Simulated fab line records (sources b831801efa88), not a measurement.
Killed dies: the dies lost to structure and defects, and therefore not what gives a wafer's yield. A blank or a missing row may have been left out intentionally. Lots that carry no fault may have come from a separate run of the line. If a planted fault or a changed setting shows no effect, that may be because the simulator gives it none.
fab line records | flow sky130
[record] lots = 10 | wafers = 30 | last-day = 50
route steps=708 shown VIA4@651 METAL5@663
lots that met no fault: taken from a fault-free run of the same line
start-h: start of the lot's first displayed wafer, in hours after the record's first day | wait-h: how many hours have passed since the lot's step before this one | " identical to the entry in the row above | L1.1+2: a single row standing in for several wafers | - no value, or no start was given | * or withheld: withheld | < > ~ a bound
route shown NAME@n: names a module that has steps shown in the file, with the first one's number in the route | usual: mean/standard deviation taken from wafers without a fault | same: alike in all rows | chamber/n: place in a boat | sites: readings site by site | _std_site: the standard deviation of these | _edge_site: mean of outer sites minus mean of inner sites | radius-mm: for every site, how far away it sits from the centre of the wafer | mask NAME#n: copy n | behind: the last tool/chamber to shape the wafer | hold: why the lot was held/for how many hours/how that ended | device: names the non-switching transistor (n, p or np) | end of line: the same wafers' tests at the end of the route | a step with no rows: only its recipe | killed: at the first sort, the dies lost to defects and structure; wafer yield is something else | map: a wafer's dies, x killed, . not, _ none there
set.NAME: the run value of the setting; set.NAME@STEP: its run value at that earlier step | model.NAME: the simulator's own value behind a step, which no gauge read
the route's steps for a sample of lots (tables are steps, rows are wafers)
services: when a tool's chamber went out of use (start-h, in hours from the record's first day, below 0 if earlier), for how many hours, and the reason
[[steps]]
[step SKY_VIA4_ETCH_12]
[recipe] target = SiO2 | chemistry = C4F8/O2/Ar | stop-on = TiN | mask-material = NOVOLAK | source-w = 1500 | bias-w = 1200 | pressure-mtorr = 40 | c4f8-flow-sccm = withheld | O2_flow_sccm = 6 | Ar_flow_sccm = 300 | time-s = withheld | target-depth-a = 5800
[usual] oes-product-au = 0.926/0.0041 | rf-fwd-power-W = 1491/5.7
lot.wafer | tool        | chamber | start-h | wait-h | oes-product-au | rf-fwd-power-W
L762.3    | rie-diel-01 | 1       | 992.70  | 0.0    | 0.927          | 1491
L762.5    | "           | 1       | "       | "      | 0.930          | 1493
L762.6    | "           | 2       | "       | "      | 0.928          | 1487
L763.1    | rie-diel-03 | 2       | 999.80  | 0.0    | 0.930          | 1502
L763.5    | "           | 2       | "       | "      | 0.929          | 1496
L763.6    | "           | 0       | "       | "      | 0.935          | 1482
L764.3    | rie-diel-03 | 0       | 1007.76 | 0.0    | 0.923          | 1491
L764.4    | "           | 2       | "       | "      | 0.933          | 1484
L764.6    | "           | 0       | "       | "      | 0.936          | 1494
L765.1    | rie-diel-03 | 0       | 1017.45 | 0.0    | 0.924          | 1492
L765.2    | "           | 3       | "       | "      | 0.927          | 1492
L765.4    | "           | 1       | "       | "      | 0.927          | 1488
L768.2    | rie-diel-03 | 2       | 1043.55 | 0.0    | 0.934          | 1494
L768.3    | "           | 3       | "       | "      | 0.929          | 1493
L768.6    | "           | 1       | "       | "      | 0.927          | 1473
L767.1    | rie-diel-01 | 2       | 1046.70 | 0.0    | 0.926          | 1491
L767.2    | "           | 1       | "       | "      | 0.931          | 1488
L767.6    | "           | 1       | "       | "      | 0.935          | 1493
L770.1    | rie-diel-03 | 3       | 1051.40 | 0.0    | 0.928          | 1490
L770.2    | "           | 2       | "       | "      | 0.927          | 1488
L770.4    | "           | 1       | "       | "      | 0.927          | 1484
L776.3    | rie-diel-02 | 0       | 1087.25 | 0.0    | 0.923          | 1497
L776.4    | "           | 3       | "       | "      | 0.932          | 1493
L776.6    | "           | 2       | "       | "      | 0.927          | 1493
L781.2    | rie-diel-03 | 0       | 1121.10 | 0.0    | 0.924          | 1487
L781.5    | "           | 1       | "       | "      | 0.932          | 1487
L781.6    | "           | 2       | "       | "      | 0.930          | 1500
L784.1    | rie-diel-01 | 0       | 1131.45 | 0.0    | 0.926          | 1495
L784.2    | "           | 1       | "       | "      | 0.925          | 1498
L784.4    | "           | 3       | "       | "      | 0.918          | 1492
[step SKY_VIA4_SPUTTER_17]
[recipe] material = TiN | target-thk-nm = 20 | chamber-pressure-pa = 5 | power-w = 4000 | time-s = 80
[usual] throttle-valve-pct = 29.9/1.2
lot.wafer | tool           | chamber | start-h | wait-h | throttle-valve-pct
L762.3    | pvd-sputter-04 | -       | 993.40  | 0.0    | 30.7
L762.5    | "              | -       | "       | "      | 29.5
L762.6    | "              | -       | "       | "      | 30.6
L763.1    | pvd-sputter-02 | -       | 1000.55 | 0.0    | 29.6
L763.5    | "              | -       | "       | "      | 30.1
L763.6    | "              | -       | "       | "      | 29.6
L764.3    | pvd-sputter-02 | -       | 1008.42 | 0.0    | 31.1
L764.4    | "              | -       | "       | "      | 29.7
L764.6    | "              | -       | "       | "      | 29.4
L765.1    | pvd-sputter-04 | -       | 1018.15 | 0.0    | 29.8
L765.2    | "              | -       | "       | "      | 30.5
L765.4    | "              | -       | "       | "      | 29.6
L768.2    | pvd-sputter-01 | -       | 1044.25 | 0.0    | 30.3
L768.3    | "              | -       | "       | "      | 30.3
L768.6    | "              | -       | "       | "      | 30.3
L767.1    | pvd-sputter-04 | -       | 1047.42 | 0.0    | 29.7
L767.2    | "              | -       | "       | "      | 30.6
L767.6    | "              | -       | "       | "      | 29.7
L770.1    | pvd-sputter-04 | -       | 1052.10 | 0.0    | 27.3
L770.2    | "              | -       | "       | "      | 30.6
L770.4    | "              | -       | "       | "      | 29.6
L776.3    | pvd-sputter-04 | -       | 1087.96 | 0.0    | 29.8
L776.4    | "              | -       | "       | "      | 27.2
L776.6    | "              | -       | "       | "      | 27.5
L781.2    | pvd-sputter-01 | -       | 1121.81 | 0.0    | 29.9
L781.5    | "              | -       | "       | "      | 30.2
L781.6    | "              | -       | "       | "      | 30.3
L784.1    | pvd-sputter-04 | -       | 1132.16 | 0.0    | 30.7
L784.2    | "              | -       | "       | "      | 29.5
L784.4    | "              | -       | "       | "      | 27.3
[step SKY_METAL5_SPUTTER_02]
[recipe] material = AlCu | target-thk-nm = 1150 | power-w = 10600 | time-s = 61.2 | chamber-pressure-pa = 0.4
[usual] throttle-valve-pct = 30.3/0.83
lot.wafer | tool           | chamber | start-h | wait-h | throttle-valve-pct
L762.3    | pvd-sputter-01 | -       | 994.39  | 0.0    | 30.2
L762.5    | "              | -       | "       | "      | 28.5
L762.6    | "              | -       | "       | "      | 30.7
L763.1    | pvd-sputter-01 | -       | 1001.42 | 0.0    | 28.6
L763.5    | "              | -       | "       | "      | 28.6
L763.6    | "              | -       | "       | "      | 30.7
L764.3    | pvd-sputter-03 | -       | 1009.16 | 0.0    | 30.1
L764.4    | "              | -       | "       | "      | 31.1
L764.6    | "              | -       | "       | "      | 30.1
L765.1    | pvd-sputter-03 | -       | 1019.00 | 0.0    | 31.2
L765.2    | "              | -       | "       | "      | 31.0
L765.4    | "              | -       | "       | "      | 30.0
L768.2    | pvd-sputter-03 | -       | 1045.05 | 0.0    | 31.4
L768.3    | "              | -       | "       | "      | 30.1
L768.6    | "              | -       | "       | "      | 30.1
L767.1    | pvd-sputter-03 | -       | 1048.16 | 0.0    | 29.8
L767.2    | "              | -       | "       | "      | 31.3
L767.6    | "              | -       | "       | "      | 29.7
L770.1    | pvd-sputter-02 | -       | 1052.84 | 0.0    | 29.4
L770.2    | "              | -       | "       | "      | 29.7
L770.4    | "              | -       | "       | "      | 31.1
L776.3    | pvd-sputter-03 | -       | 1088.70 | 0.0    | 31.3
L776.4    | "              | -       | "       | "      | 30.2
L776.6    | "              | -       | "       | "      | 31.2
L781.2    | pvd-sputter-02 | -       | 1122.57 | 0.0    | 29.2
L781.5    | "              | -       | "       | "      | 31.4
L781.6    | "              | -       | "       | "      | 29.4
L784.1    | pvd-sputter-01 | -       | 1132.90 | 0.0    | 30.4
L784.2    | "              | -       | "       | "      | 28.5
L784.4    | "              | -       | "       | "      | 30.0
[step SKY_METAL5_SPUTTER_03]
[recipe] material = Ti | target-thk-nm = 5 | power-w = 3000 | time-s = 3.3 | chamber-pressure-pa = 0.4
[usual] throttle-valve-pct = 30.2/0.84
lot.wafer | tool           | chamber | start-h | wait-h | throttle-valve-pct
L762.3    | pvd-sputter-01 | -       | 994.45  | 0.0    | 30.3
L762.5    | "              | -       | "       | "      | 28.6
L762.6    | "              | -       | "       | "      | 30.5
L763.1    | pvd-sputter-01 | -       | 1001.47 | 0.0    | 28.7
L763.5    | "              | -       | "       | "      | 28.5
L763.6    | "              | -       | "       | "      | 30.6
L764.3    | pvd-sputter-03 | -       | 1009.21 | 0.0    | 30.1
L764.4    | "              | -       | "       | "      | 30.9
L764.6    | "              | -       | "       | "      | 29.9
L765.1    | pvd-sputter-03 | -       | 1019.05 | 0.0    | 31.2
L765.2    | "              | -       | "       | "      | 31.2
L765.4    | "              | -       | "       | "      | 29.9
L768.2    | pvd-sputter-03 | -       | 1045.10 | 0.0    | 31.5
L768.3    | "              | -       | "       | "      | 30.2
L768.6    | "              | -       | "       | "      | 30.1
L767.1    | pvd-sputter-03 | -       | 1048.21 | 0.0    | 29.7
L767.2    | "              | -       | "       | "      | 30.9
L767.6    | "              | -       | "       | "      | 29.5
L770.1    | pvd-sputter-02 | -       | 1052.90 | 0.0    | 29.5
L770.2    | "              | -       | "       | "      | 29.7
L770.4    | "              | -       | "       | "      | 31.2
L776.3    | pvd-sputter-03 | -       | 1088.75 | 0.0    | 31.0
L776.4    | "              | -       | "       | "      | 30.0
L776.6    | "              | -       | "       | "      | 31.2
L781.2    | pvd-sputter-02 | -       | 1122.62 | 0.0    | 29.6
L781.5    | "              | -       | "       | "      | 31.2
L781.6    | "              | -       | "       | "      | 29.9
L784.1    | pvd-sputter-01 | -       | 1132.95 | 0.0    | 30.1
L784.2    | "              | -       | "       | "      | 28.6
L784.4    | "              | -       | "       | "      | 29.9
[step SKY_METAL5_RS_MEAS_05]
[recipe] thk-meas-gauge = four-point-probe | reads = TiN_of_METAL5_SPUTTER_04+Ti_of_METAL5_SPUTTER_03+AlCu_of_METAL5_SPUTTER_02+TiN_of_METAL5_SPUTTER_01+Ti_of_METAL5_SPUTTER_00
[usual] METAL5_ALCU_RS = 0.02715/0.00027
lot.wafer | tool          | chamber | start-h | wait-h | METAL5_ALCU_RS[ohm/sq]
L762.3    | film-metro-01 | -       | 994.55  | 0.1    | 0.02704
L762.5    | "             | -       | "       | "      | 0.02679
L762.6    | "             | -       | "       | "      | 0.02705
L763.1    | film-metro-04 | -       | 1001.54 | 0.0    | 0.02692
L763.5    | "             | -       | "       | "      | 0.02715
L763.6    | "             | -       | "       | "      | 0.02711
L764.3    | film-metro-03 | -       | 1009.32 | 0.1    | 0.02699
L764.4    | "             | -       | "       | "      | 0.02711
L764.6    | "             | -       | "       | "      | 0.02725
L765.1    | film-metro-03 | -       | 1019.12 | 0.0    | 0.02714
L765.2    | "             | -       | "       | "      | 0.02715
L765.4    | "             | -       | "       | "      | 0.02741
L768.2    | film-metro-03 | -       | 1045.19 | 0.0    | 0.02706
L768.3    | "             | -       | "       | "      | 0.02731
L768.6    | "             | -       | "       | "      | 0.02729
L767.1    | film-metro-01 | -       | 1048.28 | 0.0    | 0.02718
L767.2    | "             | -       | "       | "      | 0.02708
L767.6    | "             | -       | "       | "      | 0.02711
L770.1    | film-metro-03 | -       | 1052.96 | 0.0    | 0.02731
L770.2    | "             | -       | "       | "      | 0.02706
L770.4    | "             | -       | "       | "      | 0.0275
L776.3    | film-metro-03 | -       | 1088.86 | 0.1    | 0.03193
L776.4    | "             | -       | "       | "      | 0.02696
L776.6    | "             | -       | "       | "      | 0.03201
L781.2    | film-metro-03 | -       | 1122.70 | 0.0    | 0.02696
L781.5    | "             | -       | "       | "      | 0.02709
L781.6    | "             | -       | "       | "      | 0.02686
L784.1    | film-metro-03 | -       | 1133.01 | 0.0    | 0.02718
L784.2    | "             | -       | "       | "      | 0.02727
L784.4    | "             | -       | "       | "      | 0.02737
[step SKY_METAL5_THK_MEAS_06]
[recipe] thk-meas-gauge = xrf | reads = AlCu_of_METAL5_SPUTTER_02
[usual] METAL5_ALCU_THK = 1156/13
lot.wafer | tool          | chamber | start-h | wait-h | METAL5_ALCU_THK[nm]
L762.3    | film-metro-01 | -       | 994.65  | 0.1    | 1160
L762.5    | "             | -       | "       | "      | 1173
L762.6    | "             | -       | "       | "      | 1162
L763.1    | film-metro-04 | -       | 1001.66 | 0.1    | 1177
L763.5    | "             | -       | "       | "      | 1159
L763.6    | "             | -       | "       | "      | 1161
L764.3    | film-metro-03 | -       | 1009.42 | 0.1    | 1159
L764.4    | "             | -       | "       | "      | 1155
L764.6    | "             | -       | "       | "      | 1146
L765.1    | film-metro-03 | -       | 1019.24 | 0.1    | 1152
L765.2    | "             | -       | "       | "      | 1159
L765.4    | "             | -       | "       | "      | 1137
L768.2    | film-metro-03 | -       | 1045.30 | 0.1    | 1157
L768.3    | "             | -       | "       | "      | 1151
L768.6    | "             | -       | "       | "      | 1147
L767.1    | film-metro-01 | -       | 1048.40 | 0.1    | 1157
L767.2    | "             | -       | "       | "      | 1158
L767.6    | "             | -       | "       | "      | 1156
L770.1    | film-metro-03 | -       | 1053.08 | 0.1    | 1146
L770.2    | "             | -       | "       | "      | 1156
L770.4    | "             | -       | "       | "      | 1145
L776.3    | film-metro-03 | -       | 1088.96 | 0.1    | 984
L776.4    | "             | -       | "       | "      | 1164
L776.6    | "             | -       | "       | "      | 983
L781.2    | film-metro-03 | -       | 1122.81 | 0.1    | 1161
L781.5    | "             | -       | "       | "      | 1159
L781.6    | "             | -       | "       | "      | 1170
L784.1    | film-metro-03 | -       | 1133.13 | 0.1    | 1151
L784.2    | "             | -       | "       | "      | 1146
L784.4    | "             | -       | "       | "      | 1143
[step SKY_METAL5_METAL_ETCH_15]
[recipe] target-depth-a = 12600 | stop-on = SiO2 | over-etch-frac = 0.2 | time-s = 252 | chemistry = Cl2/BCl3 | resist-sidewall-deg = 86 | pressure-mtorr = 10 | icp-w = 900 | bias-w = 48.5 | Cl2_flow_sccm = 60 | bcl3-flow-sccm = 30
[usual] drypump-motor-current-A = 5.6/0.38 | oes-product-au = 0.894/0.0051 | rf-fwd-power-W = 897/3.5 | throttle-valve-pct = 22.264/0.0082
[same] over-etch-frac = 0.2
lot.wafer | tool         | chamber | start-h | wait-h | drypump-motor-current-A | oes-product-au | rf-fwd-power-W | rf-hours-counter-h | throttle-valve-pct
L762.3    | rie-metal-02 | 1       | 1017.49 | 0.1    | 5.6                     | 0.892          | 901            | -                  | 22.256
L762.5    | "            | 0       | "       | "      | 5.6                     | 0.892          | 891            | -                  | 22.250
L762.6    | "            | 1       | "       | "      | 5.6                     | 0.893          | 897            | -                  | 22.263
L763.1    | rie-metal-01 | 1       | 1024.72 | 0.0    | 5.2                     | 0.889          | 898            | 6                  | 22.266
L763.5    | "            | 0       | "       | "      | 5.6                     | 0.893          | 894            | -                  | 22.242
L763.6    | "            | 1       | "       | "      | 5.2                     | 0.890          | 899            | -                  | 22.267
L764.3    | rie-metal-01 | 1       | 1032.19 | 0.1    | 5.2                     | 0.889          | 897            | -                  | 22.261
L764.4    | "            | 0       | "       | "      | 5.6                     | 0.887          | 892            | -                  | 22.259
L764.6    | "            | 0       | "       | "      | 5.6                     | 0.898          | 892            | -                  | 22.258
L765.1    | rie-metal-03 | 1       | 1041.45 | 0.0    | 5.4                     | 0.893          | 896            | 25                 | 22.254
L765.2    | "            | 0       | "       | "      | 6.6                     | 0.894          | 900            | 11                 | 22.267
L765.4    | "            | 1       | "       | "      | 5.4                     | 0.890          | 899            | -                  | 22.262
L768.2    | rie-metal-02 | 1       | 1063.85 | 0.0    | 5.6                     | 0.889          | 897            | 11                 | 22.265
L768.3    | "            | 0       | "       | "      | 5.6                     | 0.896          | 895            | -                  | 22.269
L768.6    | "            | 0       | "       | "      | 5.6                     | 0.896          | 898            | -                  | 22.268
L767.1    | rie-metal-03 | 1       | 1068.90 | 0.1    | 5.4                     | 0.891          | 897            | 27                 | 22.265
L767.2    | "            | 1       | "       | "      | 5.4                     | 0.896          | 897            | -                  | 22.275
L767.6    | "            | 1       | "       | "      | 5.4                     | 0.891          | 898            | -                  | 22.263
L770.1    | rie-metal-01 | 1       | 1072.66 | 0.0    | 5.2                     | 0.894          | 894            | 9                  | 22.271
L770.2    | "            | 0       | "       | "      | 5.6                     | 0.893          | 896            | 18                 | 22.267
L770.4    | "            | 0       | "       | "      | 5.6                     | 0.892          | 893            | -                  | 22.271
L776.3    | rie-metal-02 | 0       | 1108.93 | 0.1    | 5.6                     | 0.826          | 898            | -                  | 22.268
L776.4    | "            | 1       | "       | "      | 5.6                     | 0.895          | 898            | -                  | 22.272
L776.6    | "            | 0       | "       | "      | 5.7                     | 0.837          | 897            | -                  | 22.273
L781.2    | rie-metal-01 | 0       | 1141.47 | 0.0    | 5.6                     | 0.899          | 896            | 23                 | 22.267
L781.5    | "            | 0       | "       | "      | 5.6                     | 0.892          | 891            | -                  | 22.251
L781.6    | "            | 1       | "       | "      | 5.2                     | 0.898          | 899            | -                  | 22.258
L784.1    | rie-metal-03 | 0       | 1151.56 | 0.0    | 6.6                     | 0.894          | 890            | 21                 | 22.271
L784.2    | "            | 1       | "       | "      | 5.5                     | 0.890          | 898            | 3                  | 22.259
L784.4    | "            | 1       | "       | "      | 5.4                     | 0.898          | 896            | -                  | 22.265
[[services]]
tool           | chamber | start-h | hours | kind
rie-diel-02    | -       | 977.39  | 15.6  | pm
rie-metal-02   | -       | 978.21  | 2.8   | pm
rie-diel-03    | 3       | 991.12  | 9.3   | repair
pvd-sputter-03 | 2       | 991.43  | -     | consumable-replace:kit
rie-diel-01    | 0       | 1002.29 | 12.7  | repair
rie-metal-01   | -       | 1033.87 | 2.8   | pm
rie-metal-02   | -       | 1044.76 | 1.2   | repair
rie-metal-02   | -       | 1067.04 | 14.8  | repair
rie-diel-01    | -       | 1068.22 | 0.4   | repair
rie-metal-03   | 0       | 1068.25 | 6.1   | repair
rie-diel-03    | 3       | 1069.05 | 4.4   | repair
rie-metal-01   | -       | 1076.49 | 0.7   | repair
rie-metal-03   | 1       | 1078.08 | 8.3   | repair
rie-metal-03   | -       | 1082.06 | 1.4   | pm
pvd-sputter-03 | -       | 1096.70 | 3.5   | repair
rie-diel-01    | -       | 1101.24 | 0.4   | repair
rie-diel-02    | 3       | 1109.66 | 4.2   | repair
rie-diel-01    | 0       | 1112.66 | 9.6   | repair
rie-metal-02   | -       | 1113.10 | 1.4   | pm
pvd-sputter-02 | -       | 1123.39 | 6.7   | repair
pvd-sputter-03 | -       | 1126.98 | 3.9   | repair
rie-diel-01    | 2       | 1133.90 | 6.2   | repair
rie-diel-03    | 2       | 1137.40 | 4.2   | repair
pvd-sputter-03 | -       | 1145.30 | 4.9   | repair
[[key]]
[first-sign] step = SKY_METAL5_RS_MEAS_05 | reading = METAL5_ALCU_RS | direction = up | sigmas = 18 | usual = 0.02715 | struck = 0.03197
[effect] step = SKY_METAL5_THK_MEAS_06 | reading = METAL5_ALCU_THK | direction = down | sigmas = 14 | usual = 1156 | struck = 983
[effect] step = SKY_METAL5_METAL_ETCH_15 | reading = oes-product-au | direction = down | sigmas = 12 | usual = 0.894 | struck = 0.831
met-at SKY_METAL5_SPUTTER_02
struck-lots L776
struck-wafers L776.3,L776.6
not-acting-at SKY_VIA4_ETCH_12,SKY_VIA4_SPUTTER_17,SKY_METAL5_SPUTTER_03
onset-between 1048.16 1088.70
[fault] kind = process-parameter-drift | tool = pvd-sputter-03 | chamber = - | onset-h = 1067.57 | steps = SKY_METAL5_SPUTTER_02 | channel = time-s | offset = * | shape = step | end-h = 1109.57 | acts-in = * | stated = * | scope = struck-wafers-only
